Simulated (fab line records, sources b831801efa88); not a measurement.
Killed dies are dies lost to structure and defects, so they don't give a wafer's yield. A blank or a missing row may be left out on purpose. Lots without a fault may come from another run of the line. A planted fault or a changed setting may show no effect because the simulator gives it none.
One fault seen from 2 desks | flow sky130 | each desk has only its own numbers; what lay behind them comes last

THE METROLOGY DESK
What the gauges read, lot by lot, whatever tool the lot ran on: means of the sampled wafers that have a number. A lot is out of limits, marked OUT, if its mean lies more than 4 standard deviations from the usual mean; the brackets give that distance.
Columns: A = PASSIVATION_CVD_00_THK at SKY_PASSIVATION_THK_MEAS_01, usual 89.5 nm; B = PASSIVATION_CVD_02_THK at SKY_PASSIVATION_THK_MEAS_03, usual 540 nm
lot  | first seen here | A    | B
L934 | day 45 15:30    | 89.3 | 538
L936 | day 45 23:41    | 89.0 | 536
L939 | day 46 14:43    | 90.7 | 548
L940 | day 46 18:29    | 90.6 | 543
L941 | day 47 04:35    | 88.5 | 542
L950 | day 49 09:10    | 90.3 | 538
L953 | day 49 11:05    | 89.3 | 548
This desk's finding: nothing out of limits on any of the 7 lots.

THE TOOL OWNER'S DESK: iline_stepper-01
The tool's own readings at SKY_PASSIVATION_EXPOSE_08 (exposes mask NSM, target cd 3000 nm): means of the sampled wafers that have a number, for each lot that ran on this tool. A lot is out of limits, marked OUT, if its mean lies more than 4 standard deviations from the usual mean; the brackets give that distance.
Columns: A = exposure_dose_mJ_cm2 at SKY_PASSIVATION_EXPOSE_08, usual 259.92; B = focus_offset_nm at SKY_PASSIVATION_EXPOSE_08, usual 0.1 nm
lot  | first seen here | A      | B
L936 | day 46 10:25    | 260.04 | -1.0
L953 | day 49 19:56    | 259.94 | 0.6
This desk's finding: nothing out of limits on any of the 2 lots.

PUT TOGETHER
The metrology desk saw nothing out of limits.
The tool owner's desk saw nothing out of limits.

WHAT THE SIMULATOR HAD PUT IN
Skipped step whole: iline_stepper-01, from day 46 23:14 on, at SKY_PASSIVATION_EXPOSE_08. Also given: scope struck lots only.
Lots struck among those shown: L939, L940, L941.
